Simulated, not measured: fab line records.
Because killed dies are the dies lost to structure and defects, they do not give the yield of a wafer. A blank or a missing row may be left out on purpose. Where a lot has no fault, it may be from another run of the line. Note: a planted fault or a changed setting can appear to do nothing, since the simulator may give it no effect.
Which tool was responsible? | flow gf180mcu | 18 wafers from 6 lots sampled at 5 of the route's 602 steps

== WHAT THE GAUGES READ, wafer by wafer ==
GF_VT_IMPLANT_RS_MEAS_48: the measuring method here is four-point-probe.
lot  | measured     | on            | LVPWELL_RS (ohm/sq)
L680 | day 8 09:01  | film_metro-01 | 1194.5 1194.8 1194.3
L682 | day 8 22:51  | film_metro-01 | 1195.3 1194.1 1191.1
L684 | day 9 11:56  | film_metro-01 | 1192.6 1196.9 1193.5
L691 | day 11 14:32 | film_metro-01 | 1197.3 1195.2 1197.3
L696 | day 12 21:30 | film_metro-02 | 1192.6 1194.0 1193.9
L699 | day 13 17:03 | film_metro-01 | 1192.9 1196.8 1190.5

== EACH LOT AND THE TOOL THAT RAN IT (in order: tool; ch and the chambers of the sampled wafers; start) ==
lot  | GF_NWELL_STRIP_10                   | GF_MVPSD_STRIP_10                    | GF_VT_IMPLANT_SOFTBAKE_25         | GF_VT_IMPLANT_STRIP_31
L680 | plasma_asher-03 ch 0, day 4 01:44   | plasma_asher-01 ch 0,1, day 5 19:41  | litho_track-01 ch 0, day 7 08:20  | plasma_asher-04 ch 0,1, day 7 16:12
L682 | plasma_asher-04 ch 0,1, day 4 12:43 | plasma_asher-04 ch 0,1, day 6 07:18  | litho_track-04 ch 0, day 7 21:20  | plasma_asher-04 ch 0,1, day 8 05:49
L684 | plasma_asher-02 ch 0,1, day 4 22:26 | plasma_asher-04 ch 0,1, day 6 18:10  | litho_track-04 ch 0, day 8 10:07  | plasma_asher-02 ch 0,1, day 8 18:05
L691 | plasma_asher-03 ch 0,1, day 6 14:11 | plasma_asher-01 ch 0,1, day 8 14:01  | litho_track-02 ch 0, day 10 09:38 | plasma_asher-02 ch 0,1, day 10 19:14
L696 | plasma_asher-03 ch 0,1, day 7 16:03 | plasma_asher-01 ch 0,1, day 9 18:41  | litho_track-01 ch 0, day 11 16:29 | plasma_asher-04 ch 0,1, day 12 01:26
L699 | plasma_asher-02 ch 0, day 8 07:35   | plasma_asher-02 ch 0,1, day 10 11:28 | litho_track-04 ch 0, day 12 10:53 | plasma_asher-02 ch 0,1, day 12 20:29
- GF_NWELL_STRIP_10: strips in O2/N2.
- GF_MVPSD_STRIP_10: strips in O2/N2.
- GF_VT_IMPLANT_SOFTBAKE_25: time 60 s.
- GF_VT_IMPLANT_STRIP_31: strips in O2/N2.

== THE ANSWER, worked out from the rows above alone ==
Rule: usual is defined by the lots themselves. The widest of any qualifying gaps counts: lots, ordered by their means at a reading, are off when they make up no more than a third of the lots, leave a main group of 4 or more, and stand apart from it by 3 or more times the standard deviation of that group's means. Not used: any main group whose means are identical at the precision the tables above print for the reading. Also off: a lot with no number at a reading for which 4 or more lots have one. Where the step has rows for the other lots, those lots are counted as sound.
Off: L691, seen at GF_VT_IMPLANT_RS_MEAS_48 (LVPWELL_RS). The main group has a mean of 1193.9 ohm/sq with a standard deviation of 0.48.
If a tool, at a process step before that reading, ran all the lots that are off and no sound lot after the first of them, it fits. The gauges at GF_VT_IMPLANT_RS_MEAS_48 are tried like those tools. One fits: GF_VT_IMPLANT_SOFTBAKE_25 on litho_track-02. It ran no sound lot before its first lot that is off in this sample, so the start can't be narrowed down.

== WHAT THE SIMULATOR PUT IN ==
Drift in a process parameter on litho_track-02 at GF_VT_IMPLANT_SOFTBAKE_25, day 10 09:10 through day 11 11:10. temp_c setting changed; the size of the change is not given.
Struck lots among those shown: L691. The rule above reached the same finding.
